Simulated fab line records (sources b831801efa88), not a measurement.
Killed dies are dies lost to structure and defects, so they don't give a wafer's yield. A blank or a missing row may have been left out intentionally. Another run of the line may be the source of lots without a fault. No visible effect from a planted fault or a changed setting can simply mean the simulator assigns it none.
Chamber matching -- flow sky130 -- SKY_FIELD_ISO_ETCH_15 on rie-diel-03: 4 sister chambers
The step etches the open film in CHF3/O2, stops on Si, target depth 180 nm, time 72 s. 14 wafers are shown with their chamber, then 7 later ones without.

== EACH WAFER AND ITS CHAMBER ==
wafer,chamber,drypump-motor-current-A (A),O2_flow_sccm (sccm),throttle-valve-pct (%)
L836.1,3,5.1,4.967,8.837
L836.2,1,6.3,4.991,8.838
L836.5,0,5.3,5.014,8.848
L837.1,3,5.1,4.980,8.836
L837.4,0,5.3,5.001,8.848
L837.5,1,6.2,5.004,8.842
L841.3,3,5.1,4.972,8.841
L841.4,0,5.3,5.008,8.845
L841.6,2,6.1,4.978,8.855
L842.3,2,6.1,4.996,8.845
L842.4,3,5.1,4.966,8.847
L842.5,1,6.2,4.999,8.852
L846.1,0,5.3,4.994,8.837
L846.2,3,5.1,5.023,8.836

SIGNATURES (averages over the wafers above)
reading,chamber 0,chamber 1,chamber 2,chamber 3,scatter within a chamber
drypump-motor-current-A,5.300,6.233,6.100,5.100,0.0258
O2_flow_sccm,5.00425,4.99800,4.98700,4.98160,0.0165
throttle-valve-pct,8.84450,8.84400,8.85000,8.83940,0.00569
Rule: a wafer's distance from a chamber is the root of the sum, over the readings, of the square of ((its reading less the chamber's mean) divided by the reading's scatter). The wafer belongs to the nearest chamber; if the next one is less than 2 further off, it can't be placed. The scatter: take each reading less its chamber's mean, square it, sum over the shown wafers, divide by the number of wafers less the number of chambers, and take the root.

== WAFERS WHOSE CHAMBER IS MISSING ==
wafer,drypump-motor-current-A (A),O2_flow_sccm (sccm),throttle-valve-pct (%)
L846.6,6.1,4.985,8.828
L848.3,6.1,4.975,8.845
L848.4,5.1,4.994,8.848
L848.6,5.3,5.038,8.822
L856.4,5.1,4.986,8.848
L856.5,6.1,5.008,8.829
L856.6,5.1,5.001,8.829

== WHICH CHAMBER EACH ONE RAN IN ==
wafer,from the rows above,in truth
L846.6,2,2
L848.3,2,2
L848.4,3,3
L848.6,0,0
L856.4,3,3
L856.5,can't be placed: 2 or 1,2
L856.6,3,3
Correct placement for 6 of the 7. Unplaceable from these rows: 1, with the true chamber sitting among the candidates in 1. 0 placed wrongly.
